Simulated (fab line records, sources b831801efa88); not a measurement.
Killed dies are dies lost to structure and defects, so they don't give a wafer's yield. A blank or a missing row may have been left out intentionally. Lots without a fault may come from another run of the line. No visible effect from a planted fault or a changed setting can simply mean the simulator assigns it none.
The tool behind it: which one? ; flow gf180mcu ; Sampling: 14 lots, 42 wafers, 3 of 602 route steps

== WHAT EACH GAUGE READ, for each wafer ==
GF_M3_CD_MEAS_14: the cd target is 280 nm.
lot;measured;on;cd_nm (nm)
L431;day 21 02:23;cd_sem-01;280.2 280.8 280.6
L432;day 21 17:22;cd_sem-02;282.0 282.1 280.5
L433;day 22 00:59;cd_sem-01;280.6 280.7 281.2
L435;day 22 12:13;cd_sem-02;278.8 280.4 279.1
L436;day 23 07:45;cd_sem-01;282.2 280.7 281.4
L437;day 23 10:23;cd_sem-01;283.8 282.6 282.4
L439;day 24 06:15;cd_sem-01;278.1 278.7 278.9
L444;day 26 05:09;cd_sem-02;281.4 281.7 280.6
L445;day 26 11:57;cd_sem-01;280.6 281.1 280.8
L447;day 26 22:43;cd_sem-02;278.7 279.8 280.0
L449;day 27 17:31;cd_sem-02;280.4 280.5 280.7
L450;day 27 22:50;cd_sem-02;277.2 276.2 276.6
L452;day 28 10:17;cd_sem-01;281.8 280.8 281.4
L453;day 28 12:45;cd_sem-02;278.5 279.4 278.7

== TOOL THAT RAN EACH LOT (tool first, then ch and the chambers of the sampled wafers, then the start) ==
lot;GF_V2_SPUTTER_22;GF_M3_SPUTTER_04
L431;pvd_sputter-02, day 20 01:09;pvd_sputter-01, day 20 01:59
L432;pvd_sputter-04, day 20 16:23;pvd_sputter-03, day 20 17:11
L433;pvd_sputter-02, day 21 00:20;pvd_sputter-03, day 21 01:08
L435;pvd_sputter-04, day 21 12:04;pvd_sputter-03, day 21 12:52
L436;pvd_sputter-02, day 22 08:09;pvd_sputter-03, day 22 09:04
L437;pvd_sputter-03, day 22 10:48;pvd_sputter-03, day 22 11:44
L439;pvd_sputter-04, day 23 06:31;pvd_sputter-01, day 23 07:19
L444;pvd_sputter-03, day 25 07:05;pvd_sputter-03, day 25 08:00
L445;pvd_sputter-04, day 25 14:29;pvd_sputter-03, day 25 15:17
L447;pvd_sputter-03, day 26 01:32;pvd_sputter-01, day 26 02:20
L449;pvd_sputter-04, day 26 21:24;pvd_sputter-01, day 26 22:13
L450;pvd_sputter-04, day 27 02:39;pvd_sputter-01, day 27 03:28
L452;pvd_sputter-04, day 27 14:15;pvd_sputter-03, day 27 15:04
L453;pvd_sputter-03, day 27 16:42;pvd_sputter-03, day 27 17:31
- GF_V2_SPUTTER_22: material TiN, target thk 10 nm, time 40 s.
- GF_M3_SPUTTER_04: material TiN, target thk 50 nm, time 41.7 s.

== AS READ BY THE TOOLS THEMSELVES (means over the sampled wafers that have a number; for cases with no such wafer, the mark the record gives instead) ==
GF_V2_SPUTTER_22.
lot;tool;throttle_valve_pct (%)
L431;pvd_sputter-02;29.7
L432;pvd_sputter-04;30.5
L433;pvd_sputter-02;29.8
L435;pvd_sputter-04;30.3
L436;pvd_sputter-02;29.9
L437;pvd_sputter-03;30.6
L439;pvd_sputter-04;30.3
L444;pvd_sputter-03;30.3
L445;pvd_sputter-04;30.0
L447;pvd_sputter-03;30.4
L449;pvd_sputter-04;29.9
L450;pvd_sputter-04;30.0
L452;pvd_sputter-04;29.7
L453;pvd_sputter-03;30.0

GF_M3_SPUTTER_04.
lot;tool;throttle_valve_pct (%)
L431;pvd_sputter-01;31.2
L432;pvd_sputter-03;29.4
L433;pvd_sputter-03;30.5
L435;pvd_sputter-03;29.5
L436;pvd_sputter-03;30.3
L437;pvd_sputter-03;30.4
L439;pvd_sputter-01;30.6
L444;pvd_sputter-03;30.9
L445;pvd_sputter-03;30.8
L447;pvd_sputter-01;31.4
L449;pvd_sputter-01;31.6
L450;pvd_sputter-01;31.8
L452;pvd_sputter-03;30.4
L453;pvd_sputter-03;30.6

== THE ANSWER, worked out from the rows above alone ==
Rule: what is usual is taken from the lots themselves. The widest of any qualifying gaps counts: lots, ordered by their means at a reading, are off when they make up no more than a third of the lots, leave a main group of 4 or more, and stand apart from it by 3 or more times the standard deviation of that group's means. Not used: any main group whose means are identical at the precision the tables above print for the reading. A lot without any number at a reading at which 4 lots or more have one is off too. All remaining lots with rows at the step are treated as sound. Order of review: gauges by route order, followed by the tools' own readings, for which a lot's mean as printed above is used. At the first step where some lot is off, the reading lying furthest off is the one used; lots without a number count as furthest.
No lot is off at any reading shown: from this, nothing can be told.

== WHAT WAS PUT IN BY THE SIMULATOR ==
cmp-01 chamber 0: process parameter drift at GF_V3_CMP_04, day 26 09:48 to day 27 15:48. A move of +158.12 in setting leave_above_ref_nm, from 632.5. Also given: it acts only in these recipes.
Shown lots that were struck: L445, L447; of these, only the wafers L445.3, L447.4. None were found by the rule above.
